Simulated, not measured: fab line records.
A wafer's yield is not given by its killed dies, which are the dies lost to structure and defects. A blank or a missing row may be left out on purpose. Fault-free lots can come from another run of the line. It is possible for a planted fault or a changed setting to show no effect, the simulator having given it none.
Comparing a struck lot with a sound one :: flow sky130 :: 42 steps out of a route of 708
Sound: these wafers, L577.1, L577.2, L577.5. Wafers L590.4, L590.5, L590.6 were the ones struck. The cause is given at the end.
Per side, at each step with rows, come the tool, then ch with its chambers, and then its first start. Under that, the readings that differ: sound wafers :: struck wafers :: difference of the means :: sigmas: that difference in standard deviations of wafers without a fault.
alike: readings whose means differ by less than 2 such deviations, and words and numbers that are the same on both sides. not compared: withheld readings, readings that some wafer has no value for, bounds like >300 that may hide the same value, and numbers for which the record gives no deviation and whose values overlap.
Wherever a step has rows on one side only, a row that says differs or no value, or a row with sigmas, the two part there. Non-overlapping numbers with no deviation appear without sigmas and do not part them. Lack of a reading on every wafer of one side parts them only where that side has two or more wafers.

SKY_SD_P_OVL_MEAS_08:
  sound on overlay-01 at day 25 16:16; struck on overlay-01 at day 30 17:20
  alike: SD_P_OVL
next, for these wafers, 1 step has no rows: SKY_SD_P_IMPLANT_09.
SKY_SD_P_STRIP_10: strips in O2/N2.
  sound on plasma asher-02 ch 0,1, day 25 16:26; struck on plasma asher-03 ch 0,1, day 30 17:32
reading: drypump motor current A (A)
sound: 6.1 6.0 6.1
struck: 4.8 5.5 4.8
difference: -1.0
sigmas: -2
  alike: n2 flow sccm, oes product au, strip time to endpoint s
  not compared: rf hours counter h
SKY_SD_P_TW_MEAS_11:
  sound on film metro-04 at day 25 16:32; struck on film metro-04 at day 30 17:37
  alike: SD_P_TW
then, 8 steps without rows for these wafers: SKY_RES_XHIGH_DEHYDRATE_00 (time 60 s); SKY_RES_XHIGH_HMDS_01 (prime time 60 s); SKY_RES_XHIGH_COAT_02 (resist thk 1140 nm); SKY_RES_XHIGH_SOFTBAKE_03 (time 60 s); SKY_RES_XHIGH_EXPOSE_04 (exposes mask URPM, target cd 1270 nm); SKY_RES_XHIGH_PEB_05; SKY_RES_XHIGH_DEVELOP_06 (develop time 60 s); SKY_RES_XHIGH_IMPLANT_07.
SKY_RES_XHIGH_STRIP_08: strips in O2/N2.
  sound on plasma asher-03 ch 0,1, day 26 22:19; struck on plasma asher-02 ch 0,1, day 31 20:05
  alike: drypump motor current A, n2 flow sccm, oes product au, strip time to endpoint s
  not compared: rf hours counter h
SKY_RES_XHIGH_TW_MEAS_09:
  sound on film metro-03 at day 26 22:25; struck on film metro-02 at day 31 20:11
  alike: RES_XHIGH_TW
then, 7 steps without rows for these wafers: SKY_SD_N_DEHYDRATE_00 (time 60 s); SKY_SD_N_HMDS_01 (prime time 60 s); SKY_SD_N_COAT_02 (resist thk 1140 nm); SKY_SD_N_SOFTBAKE_03 (time 60 s); SKY_SD_N_EXPOSE_04 (exposes mask NSDM, target cd 380 nm); SKY_SD_N_PEB_05; SKY_SD_N_DEVELOP_06 (develop time 60 s).
SKY_SD_N_CD_MEAS_07 targets a cd of 380 nm.
  sound on cd sem-01 at day 28 00:14; struck on cd sem-01 at day 32 22:51
  alike: cd nm
SKY_SD_N_OVL_MEAS_08:
  sound on overlay-01 at day 28 00:22; struck on overlay-01 at day 32 22:56
  alike: SD_N_OVL
then, 2 steps without rows for these wafers: SKY_SD_N_IMPLANT_09; SKY_SD_N_IMPLANT_10.
SKY_SD_N_STRIP_11: strips in O2/N2.
  sound on plasma asher-02 ch 0,1, day 28 00:41; struck on plasma asher-04 ch 0,1, day 32 23:17
reading: strip time to endpoint s (s)
sound: 22.51 22.54 22.57
struck: 22.63 22.60 22.65
difference: +0.09
sigmas: +2
  alike: drypump motor current A, n2 flow sccm, oes product au
  not compared: rf hours counter h
SKY_SD_N_TW_MEAS_12:
  sound on film metro-04 at day 28 00:47; struck on film metro-03 at day 32 23:22
  alike: SD_N_TW
then, 1 step without rows for these wafers: SKY_SD_N_CLEAN_13 (cleans in SC1/SC2, time 150 s).
SKY_SD_N_RTA_14: time 2 s.
  sound on rtp anneal-01 ch 0, day 28 00:54; struck on rtp anneal-02 ch 0, day 32 23:29
  alike: lamp power pct, wafer_temp_C_max
SKY_SD_N_RS_MEAS_16: the measuring method here is four-point-probe.
  sound on film metro-04 at day 28 01:05; struck on film metro-04 at day 32 23:41
  alike: SD_N_RS
SKY_SD_N_RS_MEAS_17: the measuring method here is four-point-probe.
  sound on film metro-04 at day 28 01:12; struck on film metro-04 at day 32 23:49
  alike: SD_P_RS
SKY_SD_N_RS_MEAS_18: the measuring method here is four-point-probe.
  sound on film metro-04 at day 28 01:19; struck on film metro-04 at day 32 23:56
  alike: RES_XHIGH_RS
then, 2 steps without rows for these wafers: SKY_SALICIDE_CLEAN_00 (cleans in HF-last, time 30 s); SKY_LI_CONTACT_HDPCVD_00 (deposits PSG, target thk 930 nm, time 150.6 s).
SKY_LI_CONTACT_THK_MEAS_01:
  sound on film metro-03 at day 28 01:37; struck on film metro-02 at day 33 00:08
  alike: LI_CONTACT_HDPCVD_THK
SKY_LI_CONTACT_CMP_02: polishes PSG.
  sound on cmp-02 ch 1,2, day 28 01:43; struck on cmp-01 ch 1,2,3, day 33 00:19
  alike: edge zone pressure frac, motor current A, time to endpoint s
SKY_LI_CONTACT_BOW_MEAS_03:
  sound on film metro-04 at day 28 01:58; struck on film metro-02 at day 33 00:32
  alike: LI_CONTACT_BOW
then, 4 steps without rows for these wafers: SKY_LI_CONTACT_DEHYDRATE_04 (time 60 s); SKY_LI_CONTACT_HMDS_05 (prime time 60 s); SKY_LI_CONTACT_COAT_06 (resist thk 60 nm); SKY_LI_CONTACT_COAT_07 (resist thk 450 nm).
-- the record jumps here: 16 days lie between the struck wafers' starts before and after (it left off in module LI_CONTACT and takes up again in module PAD_OPEN, whose first step shown is number 708 of the route) --
SKY_PAD_OPEN_PROBE_99:
  rows exist in the record for the struck wafers here (prober-01, day 49 10:56), but not for the sound ones

WHERE THEY PART
Earliest at SKY_SD_P_STRIP_10; latest, in this record, at SKY_PAD_OPEN_PROBE_99.

WHY: whatever the simulator had introduced
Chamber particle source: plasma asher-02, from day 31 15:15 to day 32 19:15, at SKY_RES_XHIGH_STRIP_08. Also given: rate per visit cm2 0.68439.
